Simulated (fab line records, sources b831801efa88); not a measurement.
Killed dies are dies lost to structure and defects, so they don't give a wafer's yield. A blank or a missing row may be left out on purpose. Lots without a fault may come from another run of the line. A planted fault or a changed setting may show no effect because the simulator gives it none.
A struck lot beside a sound one | flow sky130 | 21 steps out of a route of 708
Sound: wafers L372.1, L372.2, L372.3. Struck: wafers L391.1, L391.2, L391.5. The cause comes at the end.
At each step with rows: each side's tool, then ch and its chambers, then its first start. Under that, the readings that differ: sound wafers | struck wafers | difference of the means | sigmas: that difference in standard deviations of wafers without a fault.
alike: readings whose means differ by less than 2 such deviations, and words and numbers that are the same on both sides. not compared: withheld readings, readings that some wafer has no value for, bounds like >300 that may hide the same value, and numbers for which the record gives no deviation and whose values overlap.
The two part at a step that has a row with sigmas, a row that says differs or no value, or rows on one side only. Numbers that don't overlap but have no deviation are shown without sigmas and don't part them. A reading that every wafer of one side lacks parts them only if that side has two wafers or more.

SKY_METAL5_DESCUM_14: chemistry O2, time 11 s.
  sound on rie_metal-03 ch 0,1, day 44 10:43; struck on rie_metal-01 ch 0,1, day 49 08:50
  alike: drypump_motor_current_A, he_backside_leak_sccm, oes_product_au
  not compared: rf_hours_counter_h
SKY_METAL5_METAL_ETCH_15: etches the open film in Cl2/BCl3, stops on SiO2, target depth 1260 nm, time 252 s.
  sound on rie_metal-03 ch 0,1, day 44 10:44; struck on rie_metal-01 ch 0,1, day 49 08:52
  alike: drypump_motor_current_A, he_backside_leak_sccm, mfc_cl2_sccm, oes_product_au, throttle_valve_pct
  not compared: rf_hours_counter_h
SKY_METAL5_STRIP_16: strips in O2/N2.
  sound on plasma_asher-03 ch 0,1, day 44 10:59; struck on plasma_asher-02 ch 0,1, day 49 09:07
  alike: drypump_motor_current_A, oes_product_au, strip_time_to_endpoint_s
  not compared: rf_hours_counter_h
then, 3 steps without rows for these wafers: SKY_METAL5_STRIP_17 (strips in post etch residue remover, time 1200 s); SKY_METAL5_CLEAN_18 (cleans in IPA, time 180 s); SKY_METAL5_CLEAN_19 (cleans in O3/DIW).
SKY_PASSIVATION_CVD_00: deposits SiO2, target thk 90 nm.
  sound on pecvd-01 ch 0,1,2, day 44 11:34; struck on pecvd-01 ch 1,2, day 49 09:42
  alike: heater_power_w, susceptor_temp_C
SKY_PASSIVATION_THK_MEAS_01:
  sound on film_metro-04, day 44 11:35; struck on film_metro-02, day 49 09:43
  alike: PASSIVATION_CVD_00_THK
SKY_PASSIVATION_CVD_02: deposits Si3N4, target thk 540 nm.
  sound on pecvd-04 ch 0,1,2, day 44 11:39; struck on pecvd-03 ch 1,2, day 49 09:47
  alike: heater_power_w, susceptor_temp_C
SKY_PASSIVATION_THK_MEAS_03:
  sound on film_metro-04, day 44 11:53; struck on film_metro-04, day 49 10:01
  alike: PASSIVATION_CVD_02_THK
then, 2 steps without rows for these wafers: SKY_PASSIVATION_DEHYDRATE_04 (time 60 s); SKY_PASSIVATION_HMDS_05 (prime time 60 s).
SKY_PASSIVATION_COAT_06: resist thk 3000 nm.
  sound on litho_track-03 ch 0, day 44 22:08; struck on litho_track-03 ch 0, day 49 18:23
  reading                                       | sound          | struck         | difference | sigmas
  model.coat_of_PASSIVATION_COAT_06.thk_nm (nm) | 3003 3013 2996 | 3098 3086 3084 | +85        |
then, 4 steps without rows for these wafers: SKY_PASSIVATION_SOFTBAKE_07; SKY_PASSIVATION_EXPOSE_08 (exposes mask NSM, target cd 3000 nm); SKY_PASSIVATION_PEB_09; SKY_PASSIVATION_DEVELOP_10 (develop time 60 s).
SKY_PASSIVATION_ETCH_11: etches the open film in CF4/O2, stops on AlCu, target depth 725 nm, time 161.1 s.
  sound on rie_diel-02 ch 0,2,3, day 45 08:49; struck on rie_diel-03 ch 1,2, day 50 02:55
  reading                                       | sound          | struck         | difference | sigmas
  model.coat_of_PASSIVATION_COAT_06.thk_nm (nm) | 2524 2544 2518 | 2607 2610 2601 | +77        |
  alike: drypump_motor_current_A, oes_product_au, throttle_valve_pct
  not compared: rf_hours_counter_h
SKY_PASSIVATION_STRIP_12: strips in O2/N2.
  sound on plasma_asher-02 ch 0,1, day 45 08:55; struck on plasma_asher-02 ch 0,1, day 50 03:01
  reading                      | sound             | struck            | difference | sigmas
  strip_time_to_endpoint_s (s) | 31.61 31.85 31.54 | 32.56 32.59 32.50 | +0.88      | +7
  alike: drypump_motor_current_A, oes_product_au
  not compared: rf_hours_counter_h
then, 1 step without rows for these wafers: SKY_PAD_OPEN_DEHYDRATE_00 (time 60 s).
SKY_PAD_OPEN_PROBE_99:
  sound on prober-02, day 46 08:35; struck on prober-01, day 50 21:08
  alike: defect_limited_yield, killed_at_M0_to_M3, killed_at_M4_up, killed_at_contacts, killed_at_front_end, killed_at_other, killed_dies, killed_open, killed_short, sort_bin_3_pad_short, sort_bin_5_function, sort_bin_6_memory, sort_n_pass, sort_yield_pct

WHERE THEY PART
Only at SKY_PASSIVATION_STRIP_12, within this record. Later steps at which nothing parts them and some readings are alike: SKY_PAD_OPEN_PROBE_99.

WHY: what the simulator had put in
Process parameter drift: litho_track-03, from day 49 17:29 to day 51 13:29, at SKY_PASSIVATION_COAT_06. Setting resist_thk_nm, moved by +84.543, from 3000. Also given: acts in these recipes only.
